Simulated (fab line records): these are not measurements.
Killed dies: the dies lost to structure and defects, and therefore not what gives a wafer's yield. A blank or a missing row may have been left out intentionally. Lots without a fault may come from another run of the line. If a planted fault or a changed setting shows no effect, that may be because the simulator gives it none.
Which tool was responsible? / flow sky130 / at 1 step of a route of 708, 6 lots with 18 wafers sampled

WHAT EACH GAUGE READ, for each wafer
SKY_FIELD_ISO_CD_MEAS_13 targets a cd of 150 nm.
lot=L173; measured=day 2 11:53; on=cd sem-02; cd nm (nm)=149.8 149.4 149.7
lot=L175; measured=day 2 23:33; on=cd sem-01; cd nm (nm)=150.6 149.2 150.3
lot=L177; measured=day 3 06:49; on=cd sem-01; cd nm (nm)=150.9 151.4 151.1
lot=L181; measured=day 4 04:35; on=cd sem-01; cd nm (nm)=150.4 150.4 148.8
lot=L187; measured=day 5 12:07; on=cd sem-01; cd nm (nm)=150.9 150.0 151.5
lot=L194; measured=day 7 01:29; on=cd sem-02; cd nm (nm)=149.2 151.8 150.1

TOOL THAT RAN EACH LOT (tool first, then ch and the chambers of the sampled wafers, then the start)
The record holds no process step before these readings.

THE ANSWER, worked out from the rows above alone
Rule: usual is defined by the lots themselves. Put in order of their means at a reading, lots are off if they are a third of the lots or fewer, leave a main group of 4 or more, and stand apart from it by a gap of 3 or more times the standard deviation of the main group's means; of several such gaps the widest counts. If all means in a main group match to the digits the tables above print for the reading, that group is not used. Also off: a lot with no number at a reading for which 4 or more lots have one. All remaining lots with rows at the step are treated as sound.
None of the lots is off at any reading shown; this tells nothing.

WHAT WAS PUT IN BY THE SIMULATOR
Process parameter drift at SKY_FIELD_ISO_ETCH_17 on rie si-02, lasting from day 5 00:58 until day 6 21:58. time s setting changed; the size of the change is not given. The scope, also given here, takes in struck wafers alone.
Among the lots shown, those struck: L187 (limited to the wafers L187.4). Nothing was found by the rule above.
